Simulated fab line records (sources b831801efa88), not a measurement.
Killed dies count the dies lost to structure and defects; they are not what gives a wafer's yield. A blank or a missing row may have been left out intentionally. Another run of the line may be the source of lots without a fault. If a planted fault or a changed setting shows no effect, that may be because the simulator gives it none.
fab line records	flow sky130
record lots=14	wafers=42	last_day=49
route steps=708 shown PWDE@52 GATE_OXIDE@203 LDD_P@263 PAD_OPEN@708
lots untouched by any fault: they come from a run of this same line in which no faults occurred
start_h: the number of hours between the record's first day and the start of the first shown wafer of the lot	wait_h: how many hours have passed since the lot's step before this one	" same as the row above	L1.1+2: a single row standing in for several wafers	- no value, or no start was given	* or withheld: withheld	< > ~ a bound
route shown NAME@n: names a module that has steps shown in the file, with the first one's number in the route	usual: mean/standard deviation taken from wafers without a fault	same: alike in all rows	chamber/n: place in a boat	sites: per-site readings	_std_site: standard deviation across them	_edge_site: outer sites' mean less inner sites'	radius_mm: how far each site lies from the wafer's centre	mask NAME#n: copy n	behind: the tool/chamber that last shaped the wafer	hold: what put the lot on hold/how long, in hours/how the hold closed	device: the n, p or np transistor that did not switch	end of line: tests run on the same wafers once the route is complete	step lacking rows: just its recipe	killed: count of dies lost to structure and defects at first sort (not the wafer's yield)	map: a wafer's dies, x killed, . not, _ none there
set.NAME: the run value of the setting; set.NAME@STEP: its run value at that earlier step	model.NAME: the simulator's own value behind a step, which no gauge read
the route's steps for a sample of lots (tables are steps, rows are wafers)
services: the hour from which a tool's chamber was out of use, counted from the record's first day as start_h (under 0 if before that day), plus the number of hours and why
## steps
# step SKY_PWDE_OVL_MEAS_07
# usual PWDE_OVL=0.4/1.5
lot.wafer	tool	chamber	start_h	wait_h	PWDE_OVL[nm]
L839.1	overlay-02	-	77.79	-	-1.0
L839.4	"	-	"	"	-1.5
L839.6	"	-	"	"	-0.9
L840.1	overlay-01	-	82.65	-	0.5
L840.2	"	-	"	"	1.2
L840.5	"	-	"	"	-0.8
L841.2	overlay-02	-	85.04	-	2.6
L841.3	"	-	"	"	0.8
L841.5	"	-	"	"	1.2
L842.1	overlay-01	-	89.55	-	-2.1
L842.2	"	-	"	"	-1.1
L842.6	"	-	"	"	0.0
L844.2	overlay-01	-	103.75	-	1.6
L844.3	"	-	"	"	1.0
L844.4	"	-	"	"	1.8
L845.1	overlay-02	-	108.48	-	0.4
L845.3	"	-	"	"	-2.6
L845.5	"	-	"	"	-0.8
L848.1	overlay-01	-	122.25	-	1.4
L848.3	"	-	"	"	0.7
L848.5	"	-	"	"	0.6
L849.1	overlay-01	-	130.59	-	1.5
L849.3	"	-	"	"	2.5
L849.5	"	-	"	"	0.8
L850.2	overlay-02	-	137.06	-	-0.6
L850.4	"	-	"	"	-2.0
L850.5	"	-	"	"	-0.5
L852.1	overlay-02	-	147.90	-	0.9
L852.3	"	-	"	"	3.1
L852.6	"	-	"	"	2.5
L853.3	overlay-02	-	158.52	-	1.1
L853.4	"	-	"	"	-0.6
L853.5	"	-	"	"	-1.1
L855.1	overlay-01	-	164.89	-	3.1
L855.4	"	-	"	"	0.6
L855.5	"	-	"	"	2.3
L856.3	overlay-02	-	168.57	-	-0.7
L856.4	"	-	"	"	1.5
L856.5	"	-	"	"	-0.4
L858.1	overlay-02	-	180.59	-	-0.7
L858.3	"	-	"	"	-1.5
L858.5	"	-	"	"	-1.6
# step SKY_PWDE_TW_MEAS_10
# usual PWDE_TW=373/3.8
lot.wafer	tool	chamber	start_h	wait_h	PWDE_TW
L839.1	film_metro-01	-	78.08	0.1	374
L839.4	"	-	"	"	372
L839.6	"	-	"	"	372
L840.1	film_metro-03	-	82.94	0.1	370
L840.2	"	-	"	"	371
L840.5	"	-	"	"	370
L841.2	film_metro-01	-	85.33	0.1	371
L841.3	"	-	"	"	374
L841.5	"	-	"	"	373
L842.1	film_metro-04	-	89.84	0.1	377
L842.2	"	-	"	"	377
L842.6	"	-	"	"	377
L844.2	film_metro-01	-	104.04	0.1	374
L844.3	"	-	"	"	374
L844.4	"	-	"	"	374
L845.1	film_metro-03	-	108.77	0.1	371
L845.3	"	-	"	"	369
L845.5	"	-	"	"	370
L848.1	film_metro-04	-	122.60	0.1	378
L848.3	"	-	"	"	377
L848.5	"	-	"	"	379
L849.1	film_metro-04	-	130.88	0.1	381
L849.3	"	-	"	"	379
L849.5	"	-	"	"	379
L850.2	film_metro-01	-	137.35	0.1	374
L850.4	"	-	"	"	376
L850.5	"	-	"	"	375
L852.1	film_metro-04	-	148.19	0.1	377
L852.3	"	-	"	"	379
L852.6	"	-	"	"	377
L853.3	film_metro-01	-	158.81	0.1	373
L853.4	"	-	"	"	372
L853.5	"	-	"	"	370
L855.1	film_metro-04	-	165.18	0.1	378
L855.4	"	-	"	"	378
L855.5	"	-	"	"	379
L856.3	film_metro-03	-	168.86	0.1	370
L856.4	"	-	"	"	371
L856.5	"	-	"	"	371
L858.1	film_metro-01	-	180.88	0.1	370
L858.3	"	-	"	"	370
L858.5	"	-	"	"	373
# step SKY_GATE_OXIDE_OXIDATION_16
# recipe temp_c=800	ambient=O2	idle_temp_c=700	ramp_up_c_per_min=10	ramp_down_c_per_min=3	stabilise_s=600	purge_s=300	target_thk_a=35.7	ox_time_s=1915
# usual spike_tc_bottom_C=818.9/1.4	spike_tc_centre_C=800.8/1.1	spike_tc_lower_C=800.7/0.96	spike_tc_top_C=815.3/1.8	spike_tc_upper_C=801.8/1.1	tube_center_temp_C=800/0.078	tube_center_temp_C_max=802.1/0.32	zone_power_upper_pct=15.25/0.27
lot.wafer	tool	chamber	start_h	wait_h	spike_tc_bottom_C	spike_tc_centre_C	spike_tc_lower_C	spike_tc_top_C	spike_tc_upper_C	tube_center_temp_C	tube_center_temp_C_max	zone_power_upper_pct
L839.1	furnace-02	0	321.87	0.4	817.6	800.0	801.3	814.6	801.1	800.05	801.8	15.17
L839.4	"	0	"	"	818.0	801.8	801.1	814.5	799.7	800.06	802.2	15.30
L839.6	"	0	"	"	820.5	803.2	799.9	814.3	802.7	799.94	802.8	15.12
L840.1	furnace-02	0	332.97	0.1	820.9	801.0	801.1	813.2	802.9	799.84	802.1	14.86
L840.2	"	0	"	"	819.5	800.9	799.3	815.1	801.8	800.03	802.1	14.87
L840.5	"	0	"	"	820.2	803.0	800.2	813.3	800.6	799.96	801.6	15.14
L841.2	furnace-02	0	338.03	0.3	819.0	798.6	801.2	813.9	800.8	799.9	802.2	14.99
L841.3	"	0	"	"	819.1	799.3	801.8	814.7	801.2	800.13	802.0	15.09
L841.5	"	0	"	"	818.1	798.7	800.5	814.1	801.1	799.92	801.7	14.94
L842.1	furnace-02	0	341.08	0.7	819.0	801.8	799.4	815.3	801.3	799.92	802.2	14.99
L842.2	"	0	"	"	820.1	803.1	801.6	815.1	802.4	799.88	802.4	15.39
L842.6	"	0	"	"	819.6	800.8	801.6	814.8	801.2	799.94	801.9	14.89
L844.2	furnace-02	0	366.17	2.4	819.4	802.7	801.0	812.0	802.4	799.98	801.7	15.30
L844.3	"	0	"	"	819.5	799.7	799.3	813.3	802.2	799.97	801.6	14.89
L844.4	"	0	"	"	821.4	800.7	802.1	814.4	802.0	800.05	801.8	15.28
L845.1	furnace-01	0	376.86	0.5	818.0	799.2	801.3	817.0	800.3	799.97	801.9	15.80
L845.3	"	0	"	"	817.8	800.0	800.1	819.4	800.3	800.02	801.6	15.38
L845.5	"	0	"	"	817.9	803.1	799.9	817.1	800.9	800.05	802.6	15.67
L848.1	furnace-01	0	392.15	0.0	815.9	799.8	800.3	819.9	802.9	799.96	801.8	15.32
L848.3	"	0	"	"	817.9	800.7	801.3	819.3	801.9	800.13	802.1	15.76
L848.5	"	0	"	"	817.1	801.5	800.0	816.2	803.9	799.97	801.7	15.57
L849.1	furnace-01	0	402.94	0.0	817.0	800.7	799.7	815.6	802.7	800.01	801.7	15.78
L849.3	"	0	"	"	816.7	799.9	801.6	817.0	800.5	800.08	802.7	15.50
L849.5	"	0	"	"	817.3	802.9	802.5	816.5	803.3	800.06	802.0	15.36
L850.2	furnace-01	0	412.25	0.7	817.6	801.5	801.4	817.0	802.1	800.02	802.0	15.30
L850.4	"	0	"	"	817.6	800.9	801.3	816.5	804.1	799.85	802.0	15.59
L850.5	"	0	"	"	817.3	800.3	801.3	816.1	801.0	799.99	802.0	15.64
L852.1	furnace-02	0	430.02	0.9	821.0	802.3	801.0	814.4	802.2	799.97	802.0	14.99
L852.3	"	0	"	"	819.5	801.9	800.4	814.4	801.6	799.91	802.3	15.02
L852.6	"	0	"	"	819.6	801.6	801.3	814.7	802.3	800.14	802.2	14.94
L853.3	furnace-02	0	445.33	0.0	819.7	800.4	801.8	813.9	801.3	800.06	802.1	15.06
L853.4	"	0	"	"	818.6	799.3	800.9	813.5	802.5	800.02	802.0	15.13
L853.5	"	0	"	"	818.9	799.4	802.1	815.0	799.4	800.02	802.3	14.90
L855.1	furnace-02	0	456.05	0.0	819.7	801.2	800.5	816.1	803.1	799.95	802.2	15.20
L855.4	"	0	"	"	820.0	799.6	800.8	814.1	800.0	799.95	801.7	15.02
L855.5	"	0	"	"	819.3	801.7	802.2	813.5	802.8	799.96	802.0	14.99
L856.3	furnace-02	0	461.54	0.4	805.1	785.6	784.6	798.1	785.0	783.45	785.2	14.30
L856.4	"	0	"	"	803.5	783.6	783.7	796.7	785.5	783.34	785.6	14.35
L856.5	"	0	"	"	802.0	785.1	785.2	799.1	785.3	783.33	785.2	14.27
L858.1	furnace-02	0	479.33	0.0	803.8	783.6	782.8	797.7	783.8	783.46	785.3	14.42
L858.3	"	0	"	"	801.7	783.4	783.4	798.2	783.5	783.33	785.5	14.51
L858.5	"	0	"	"	805.4	782.5	783.9	798.6	786.1	783.47	785.4	14.28
# step SKY_LDD_P_OVL_MEAS_08
# usual LDD_P_OVL=0.4/1.3
lot.wafer	tool	chamber	start_h	wait_h	LDD_P_OVL[nm]
L839.1	overlay-02	-	444.77	0.1	0.1
L839.4	"	-	"	"	-0.6
L839.6	"	-	"	"	0.5
L840.1	overlay-01	-	457.67	0.1	0.9
L840.2	"	-	"	"	0.1
L840.5	"	-	"	"	1.2
L841.2	overlay-02	-	462.98	0.1	-0.5
L841.3	"	-	"	"	-1.9
L841.5	"	-	"	"	-1.6
L842.1	overlay-01	-	469.60	0.1	1.7
L842.2	"	-	"	"	2.3
L842.6	"	-	"	"	2.7
L844.2	overlay-01	-	496.66	0.1	-0.2
L844.3	"	-	"	"	-0.3
L844.4	"	-	"	"	0.9
L845.1	overlay-01	-	508.41	0.1	0.9
L845.3	"	-	"	"	0.2
L845.5	"	-	"	"	0.7
L848.1	overlay-01	-	523.00	0.1	0.3
L848.3	"	-	"	"	1.2
L848.5	"	-	"	"	-0.3
L849.1	overlay-02	-	533.11	0.1	0.5
L849.3	"	-	"	"	-1.7
L849.5	"	-	"	"	-0.8
L850.2	overlay-01	-	542.11	0.1	-0.5
L850.4	"	-	"	"	1.1
L850.5	"	-	"	"	1.0
L852.1	overlay-01	-	562.47	0.1	0.9
L852.3	"	-	"	"	0.6
L852.6	"	-	"	"	2.1
L853.3	overlay-02	-	575.76	0.1	-1.3
L853.4	"	-	"	"	-2.1
L853.5	"	-	"	"	0.4
L855.1	overlay-02	-	586.25	0.1	0.9
L855.4	"	-	"	"	-0.8
L855.5	"	-	"	"	0.6
L856.3	overlay-01	-	591.46	0.1	1.0
L856.4	"	-	"	"	2.3
L856.5	"	-	"	"	0.7
L858.1	overlay-01	-	607.15	0.1	-1.4
L858.3	"	-	"	"	1.1
L858.5	"	-	"	"	-0.4
# step SKY_PAD_OPEN_PROBE_99
# usual killed_at_M0_to_M3=43/6.8	killed_at_M4_up=3.3/2.1	killed_at_contacts=24/5	killed_at_front_end=15/4.4	killed_at_other=0.3/0.57	killed_dies=86/9.7	killed_open=47/7.3	killed_short=39/6.1
# same gross_dies=492	killed_at_back_side=0
lot.wafer	tool	chamber	start_h	wait_h	killed_at_M0_to_M3	killed_at_M4_up	killed_at_contacts	killed_at_front_end	killed_at_other	killed_dies	killed_open	killed_short
L850.2	prober-02	-	1151.00	0.1	33	1	18	12	0	64	35	29
L850.4	prober-02	-	1151.10	0.2	56	5	27	18	0	106	58	48
L850.5	prober-02	-	1151.15	0.2	42	1	22	18	2	85	46	39
# killed by level:class
L850.2 VIA1:geometric_particle:open=8 LI_CONTACT:geometric_particle:open=7 CONTACT:geometric_particle:short=7 VIA3:geometric_particle:short=5 VIA3:geometric_particle:open=4 POLY_GATE:geometric_particle:open=3 POLY_GATE:geometric_particle:short=3 VIA2:geometric_particle:open=3
L850.4 CONTACT:geometric_particle:open=12 METAL2:geometric_particle:short=12 VIA1:geometric_particle:open=10 LI_CONTACT:geometric_particle:open=8 VIA2:geometric_particle:open=7 METAL3:geometric_particle:short=7 POLY_GATE:geometric_particle:open=6 VIA1:geometric_particle:short=6
L850.5 VIA1:geometric_particle:open=10 CONTACT:geometric_particle:open=8 POLY_GATE:geometric_particle:short=7 VIA2:geometric_particle:open=7 FIELD_ISO:geometric_particle:open=6 LI_CONTACT:geometric_particle:open=5 VIA1:geometric_particle:short=5 VIA2:geometric_particle:short=5
## services
tool	chamber	start_h	hours	kind
furnace-02	-	298.46	3.9	pm
furnace-01	-	367.70	3.7	pm
furnace-02	-	465.83	3.2	pm
## key
first_sign step=SKY_GATE_OXIDE_OXIDATION_16	reading=tube_center_temp_C	direction=down	sigmas=99+	usual=*	struck=*
effect step=SKY_GATE_OXIDE_OXIDATION_16	reading=tube_center_temp_C_max	direction=down	sigmas=52	usual=*	struck=*
met_at SKY_GATE_OXIDE_OXIDATION_16
struck_lots L856,L858
tester_left_out L856,L858
not_acting_at SKY_PWDE_OVL_MEAS_07,SKY_PWDE_TW_MEAS_10,SKY_LDD_P_OVL_MEAS_08
onset_between 456.05 461.54
fault kind=process_parameter_drift	tool=furnace-02	chamber=-	onset_h=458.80	steps=SKY_GATE_OXIDE_OXIDATION_16	channel=temp_c	offset=*	shape=step	end_h=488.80	acts_in=*	stated=*
# tester_left_out: of these lots the tester's yield and bins aren't shown, on N5 and GAA mostly nor the transistor test; their killed dies are dies lost to structure and defects alone, not to doping, threshold or leakage, so they don't give the yield
